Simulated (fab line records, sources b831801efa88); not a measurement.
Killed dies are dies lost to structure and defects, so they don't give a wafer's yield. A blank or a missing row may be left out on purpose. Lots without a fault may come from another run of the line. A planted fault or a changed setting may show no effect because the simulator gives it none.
Which tool did it? | flow sky130 | 10 lots, 30 wafers sampled, at 5 steps of a route of 708

WHAT THE GAUGES READ, wafer by wafer
SKY_POLY_GATE_THK_MEAS_21.
lot  | measured     | on            | POLY_GATE_OXIDATION_THK (nm)
L209 | day 17 00:57 | film_metro-04 | 3.95 4.02 4.00
L211 | day 18 00:10 | film_metro-04 | 3.88 4.04 3.98
L212 | day 18 03:00 | film_metro-04 | 4.01 4.12 4.13
L213 | day 18 14:14 | film_metro-01 | 4.75 4.79 4.72
L214 | day 19 02:36 | film_metro-03 | 4.56 4.58 4.71
L223 | day 22 04:41 | film_metro-04 | 4.03 3.97 3.98
L226 | day 23 09:37 | film_metro-03 | 4.11 4.12 4.19
L228 | day 23 20:24 | film_metro-04 | 3.94 4.11 4.04
L230 | day 24 13:13 | film_metro-03 | 4.09 4.08 4.04
L231 | day 24 21:38 | film_metro-04 | 4.00 3.91 4.09

WHICH TOOL RAN EACH LOT (tool, then ch and the chambers of the sampled wafers, then the start)
lot  | SKY_GATE_OXIDE_STRIP_13              | SKY_RES_PROTECT_STRIP_07             | SKY_POLY_GATE_ETCH_15              | SKY_POLY_GATE_OXIDATION_20
L209 | plasma_asher-04 ch 0,1, day 14 08:20 | plasma_asher-04 ch 0,1, day 15 14:19 | rie_diel-02 ch 0,2,3, day 16 22:31 | furnace-01 ch 0, day 16 23:42
L211 | plasma_asher-04 ch 1, day 15 03:02   | plasma_asher-01 ch 0,1, day 16 11:43 | rie_diel-04 ch 0,1,2, day 17 18:54 | furnace-01 ch 0, day 17 22:56
L212 | plasma_asher-04 ch 0,1, day 15 07:46 | plasma_asher-02 ch 0,1, day 16 15:22 | rie_diel-02 ch 1,2, day 17 22:42   | furnace-02 ch 0, day 18 01:44
L213 | plasma_asher-03 ch 0,1, day 15 16:41 | plasma_asher-02 ch 0,1, day 17 02:16 | rie_diel-02 ch 1,2,3, day 18 09:59 | furnace-01 ch 0, day 18 12:59
L214 | plasma_asher-02 ch 0,1, day 16 05:41 | plasma_asher-04 ch 0,1, day 17 14:13 | rie_diel-02 ch 1,2,3, day 18 23:17 | furnace-01 ch 0, day 19 01:21
L223 | plasma_asher-03 ch 0,1, day 19 08:08 | plasma_asher-01 ch 0,1, day 20 18:07 | rie_diel-01 ch 0,1,3, day 22 02:29 | furnace-01 ch 0, day 22 03:25
L226 | plasma_asher-02 ch 0,1, day 20 11:14 | plasma_asher-01 ch 0,1, day 21 22:07 | rie_diel-04 ch 0,1, day 23 06:55   | furnace-01 ch 0, day 23 08:22
L228 | plasma_asher-03 ch 0,1, day 21 00:35 | plasma_asher-04 ch 0,1, day 22 10:13 | rie_diel-01 ch 1,2,3, day 23 18:45 | furnace-02 ch 0, day 23 19:08
L230 | plasma_asher-02 ch 0,1, day 21 18:35 | plasma_asher-04 ch 0,1, day 23 02:46 | rie_diel-02 ch 0,2,3, day 24 11:34 | furnace-01 ch 0, day 24 11:57
L231 | plasma_asher-04 ch 0,1, day 22 00:20 | plasma_asher-04 ch 0,1, day 23 09:30 | rie_diel-01 ch 0,3, day 24 18:14   | furnace-01 ch 0, day 24 20:22
- SKY_GATE_OXIDE_STRIP_13: strips in O2/N2.
- SKY_RES_PROTECT_STRIP_07: strips in O2/N2.
- SKY_POLY_GATE_ETCH_15: etches BARC in N2/H2, stops on SiO2, time 118.5 s, target depth 110 nm.
- SKY_POLY_GATE_OXIDATION_20: stabilise 600 s, purge 300 s, target thk 4 nm.

WHAT THE TOOLS THEMSELVES READ (means of the sampled wafers that have a number; where no wafer has one, the mark that the record gives instead)
SKY_GATE_OXIDE_STRIP_13.
lot  | tool            | drypump_motor_current_A (A) | o2_flow_sccm (sccm) | oes_product_au (a.u.) | strip_time_to_endpoint_s (s)
L209 | plasma_asher-04 | 5.2                         | 2990                | 0.716                 | 14.22
L211 | plasma_asher-04 | 5.0                         | 2998                | 0.711                 | 14.22
L212 | plasma_asher-04 | 5.5                         | 2998                | 0.717                 | 14.19
L213 | plasma_asher-03 | 5.9                         | 3006                | 0.715                 | 14.22
L214 | plasma_asher-02 | 5.9                         | 2994                | 0.720                 | 14.13
L223 | plasma_asher-03 | 6.0                         | 3000                | 0.713                 | 14.18
L226 | plasma_asher-02 | 5.8                         | 2995                | 0.714                 | 14.11
L228 | plasma_asher-03 | 6.0                         | 2998                | 0.719                 | 14.18
L230 | plasma_asher-02 | 5.9                         | 3003                | 0.713                 | 14.17
L231 | plasma_asher-04 | 5.5                         | 3005                | 0.712                 | 14.19

SKY_RES_PROTECT_STRIP_07.
lot  | tool            | drypump_motor_current_A (A) | o2_flow_sccm (sccm) | oes_product_au (a.u.) | strip_time_to_endpoint_s (s)
L209 | plasma_asher-04 | 5.2                         | 2995                | 0.521                 | 23.33
L211 | plasma_asher-01 | 5.9                         | 3002                | 0.520                 | 23.36
L212 | plasma_asher-02 | 5.8                         | 2998                | 0.513                 | 23.30
L213 | plasma_asher-02 | 6.0                         | 2998                | 0.519                 | 23.25
L214 | plasma_asher-04 | 5.3                         | 2994                | 0.514                 | 23.37
L223 | plasma_asher-01 | 5.8                         | 3002                | 0.515                 | 23.28
L226 | plasma_asher-01 | 5.8                         | 3002                | 0.518                 | 23.28
L228 | plasma_asher-04 | 5.5                         | 3002                | 0.518                 | 23.36
L230 | plasma_asher-04 | 5.5                         | 3002                | 0.518                 | 23.28
L231 | plasma_asher-04 | 5.5                         | 2992                | 0.520                 | 23.27

SKY_POLY_GATE_ETCH_15.
lot  | tool        | drypump_motor_current_A (A) | oes_product_au (a.u.) | throttle_valve_pct (%)
L209 | rie_diel-02 | 6.0                         | 0.716                 | 13.217
L211 | rie_diel-04 | 6.1                         | 0.712                 | 13.214
L212 | rie_diel-02 | 5.5                         | 0.713                 | 13.217
L213 | rie_diel-02 | 5.7                         | 0.714                 | 13.213
L214 | rie_diel-02 | 5.7                         | 0.715                 | 13.227
L223 | rie_diel-01 | 5.3                         | 0.717                 | 13.210
L226 | rie_diel-04 | 5.9                         | 0.719                 | 13.212
L228 | rie_diel-01 | 5.7                         | 0.712                 | 13.216
L230 | rie_diel-02 | 6.0                         | 0.718                 | 13.207
L231 | rie_diel-01 | 5.1                         | 0.711                 | 13.215

SKY_POLY_GATE_OXIDATION_20.
lot  | tool       | spike_tc_bottom_C (C) | spike_tc_centre_C (C) | spike_tc_lower_C (C) | spike_tc_top_C (C) | spike_tc_upper_C (C) | tube_center_temp_C (C) | tube_center_temp_C_max | zone_power_upper_pct (%)
L209 | furnace-01 | 867.8                 | 849.9                 | 850.9                | 861.1              | 848.4                | 850.12                 | 852.1                  | 16.7
L211 | furnace-01 | 867.6                 | 851.1                 | 850.4                | 860.9              | 848.4                | 849.91                 | 852.2                  | 16.8
L212 | furnace-02 | 863.6                 | 850.1                 | 848.6                | 862.4              | 847.7                | 850.05                 | 852.7                  | 16.1
L213 | furnace-01 | 878.1                 | 859.8                 | 861.8                | 871.4              | 859.5                | 860.62                 | 863.0                  | 17.1
L214 | furnace-01 | 878.2                 | 860.2                 | 861.3                | 870.0              | 859.4                | 860.59                 | 862.7                  | 17.1
L223 | furnace-01 | 867.3                 | 850.8                 | 851.9                | 860.4              | 848.8                | 850.01                 | 852.3                  | 16.9
L226 | furnace-01 | 867.2                 | 849.4                 | 851.5                | 861.4              | 849.5                | 849.97                 | 852.2                  | 16.7
L228 | furnace-02 | 864.0                 | 849.0                 | 850.5                | 862.7              | 848.0                | 849.97                 | 852.1                  | 16.2
L230 | furnace-01 | 867.3                 | 850.0                 | 850.9                | 860.4              | 848.4                | 849.92                 | 851.8                  | 16.6
L231 | furnace-01 | 867.6                 | 849.7                 | 850.5                | 861.2              | 849.0                | 850.01                 | 852.3                  | 16.8

THE ANSWER, worked out from the rows above alone
Rule: what is usual is taken from the lots themselves. Put in order of their means at a reading, lots are off if they are a third of the lots or fewer, leave a main group of 4 or more, and stand apart from it by a gap of 3 or more times the standard deviation of the main group's means; of several such gaps the widest counts. A main group whose means are all the same, to the digits that the tables above print for the reading, isn't used. A lot without any number at a reading at which 4 lots or more have one is off too. The other lots that the step has rows for count as sound. The gauges are gone through in route order, then the tools' own readings, and for those a lot's mean is taken as printed above. The first step at which some lot is off is used, and at that step the reading that is off furthest; a lot without a number counts as furthest.
Off: L213, L214, at SKY_POLY_GATE_THK_MEAS_21 (POLY_GATE_OXIDATION_THK). The main group: mean 4.03 nm, standard deviation 0.055.
A tool fits if, at a process step before that reading, it ran every lot that is off, and no sound lot after the first of them. The gauges at SKY_POLY_GATE_THK_MEAS_21 aren't tried: what is off there is off at SKY_POLY_GATE_OXIDATION_20 too, on other tools, and a gauge's error can't cause that. None of those tried fits.

WHAT THE SIMULATOR HAD PUT IN
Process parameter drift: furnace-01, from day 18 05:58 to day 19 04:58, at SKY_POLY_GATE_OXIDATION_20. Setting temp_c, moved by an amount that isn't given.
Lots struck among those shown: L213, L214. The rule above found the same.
